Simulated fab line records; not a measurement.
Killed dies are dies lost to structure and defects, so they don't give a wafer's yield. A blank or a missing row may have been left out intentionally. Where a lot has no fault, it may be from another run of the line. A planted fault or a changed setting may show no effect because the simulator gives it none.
Lot-split experiment	flow sky130	route with 708 steps; 5 lots, 23 wafers read

## ON THE SPLIT
At SKY_VIA2_CMP_02 (polishes SiO2), the setting leaveAboveRefNm was moved away from the recipe's 495 nm on 9 of the 23 wafers read, by +3.4% to +7.2%. The other wafers ran this setting at the recipe's value.

## FROM THE SPLIT TO THE READING: what the file shows between them, 2 steps
- SKY_VIA2_DEVELOP_11: develop time 60 s (also split here: devTempC)
- SKY_VIA2_ETCH_14: etches BARC in N2/H2, stops on SiO2, time 45.9 s, target depth 60 nm

## THE READING
oesProductAu, in a.u., at SKY_VIA2_ETCH_15 (etches SiO2 in C4F8/O2/Ar, stops on TiN, target depth 546 nm, time 84 s). Typical for fault-free wafers on this fab line: 0.939 a.u., with standard deviation 0.0044 a.u.

wafer	tool, chamber at the split	leaveAboveRefNm as run, nm	against the recipe	oesProductAu, a.u.	against lot-mates on the recipe
L074.1	cmp-01, 2	495	recipe	0.933	-
L074.2	cmp-01, 3	495	recipe	0.937	-
L074.3	cmp-01, 1	512.4	+3.5%	0.950	+0.015
L074.4	cmp-01, 0	512.4	+3.5%	0.960	+0.025
L074.5	cmp-01, 2	512.4	+3.5%	0.952	+0.017
L075.1	cmp-02, 2	495	recipe	0.930	-
L075.2	cmp-02, 1	495	recipe	0.939	-
L075.3	cmp-02, 0	495	recipe	0.946	-
L075.4	cmp-02, 3	530.5	+7.2%	0.984	+0.046
L075.5	cmp-02, 0	530.5	+7.2%	0.978	+0.040
L077.1	cmp-01, 1	495	recipe	0.942	-
L077.2	cmp-01, 0	511.7	+3.4%	0.954	+0.012
L077.3	cmp-01, 3	495	recipe	0.938	-
L077.5	cmp-01, 0	511.7	+3.4%	0.958	+0.016
L077.6	cmp-01, 1	495	recipe	0.946	-
L078.3	cmp-01, 3	495	recipe	0.943	-
L078.4	cmp-01, 2	495	recipe	0.945	-
L078.5	cmp-01, 2	495	recipe	0.942	-
L080.1	cmp-02, 2	524.5	+6.0%	0.964	+0.025
L080.2	cmp-02, 3,2	495	recipe	0.937	-
L080.3	cmp-02, 1	524.5	+6.0%	0.969	+0.030
L080.4	cmp-02, 0	495	recipe	0.938	-
L080.5	cmp-02, 3,2	495	recipe	0.943	-
The file does not say which wafer passed through which chamber wherever a row lists several chambers: such a row stands for several wafers.

THE FIT
A straight line over all 23 wafers: oesProductAu changes by +0.00506 a.u. for each +1% of leaveAboveRefNm; r = +0.94; the points scatter about the line by 0.0049 a.u.
The same after taking each lot's own level away (the mean of its wafers on the recipe; 23 wafers): +0.00532 a.u. for each +1%; r = +0.96; scatter 0.0044 a.u.
The reading moves by 0.038 a.u. for the largest change in leaveAboveRefNm, on that fit.
From 0.9350 to 0.9433 a.u.: that is the span of the lots' own levels, equal to 1.9 times the standard deviation above.
The two slopes agree, so the slope changes little with the lot-to-lot level.
Check: +0.0356 a.u. against its lot-mates is what the line predicts for one of the wafers moved furthest among these (+7.2%) when that wafer is left out of the fit. Against them it came out at +0.0457 a.u.

## OTHER SPLITS APPLIED TO THESE WAFERS
These wafers also went through other splits before the reading. Each is held against what the fit with the lots' levels taken away leaves over:
other split on the same wafers	wafers away from the commonest value	r with oesProductAu (lot level and that fit taken away)
SKY_METAL1_SPUTTER_04 timeS	10	-0.13
SKY_METAL1_ETCH_18 timeS	10	-0.23
SKY_VIA1_ETCH_14 timeS	9	-0.22
SKY_METAL2_SPUTTER_00 timeS	8	-0.32
SKY_METAL2_SPUTTER_04 powerW	10	+0.00
SKY_VIA2_DEVELOP_11 devTempC	12	+0.02

## THE WHOLE CHAIN: every reading that the file lists as answering this split, in the file's order
step	what it does	reading	change (the file's fit)	r (the file's)
SKY_VIA2_CMP_02	polishes SiO2	SiO2_of_VIA2_HDPCVD_00.thkNm (the simulator's own value, which no gauge read)	+5.08 nm for each +1% of the setting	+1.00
SKY_VIA2_ETCH_15	etches SiO2 in C4F8/O2/Ar, stops on TiN, target depth 546 nm, time 84 s	oesProductAu	+0.00524 a.u. for each +1% of the setting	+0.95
SKY_VIA2_ETCH_15	etches SiO2 in C4F8/O2/Ar, stops on TiN, target depth 546 nm, time 84 s	VIA2.featureDepthNm (the simulator's own value, which no gauge read)	+5.08 nm for each +1% of the setting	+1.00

## THE FILE'S OWN FIT
oesProductAu changes by +0.00524 a.u. for each +1% of leaveAboveRefNm, r = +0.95.
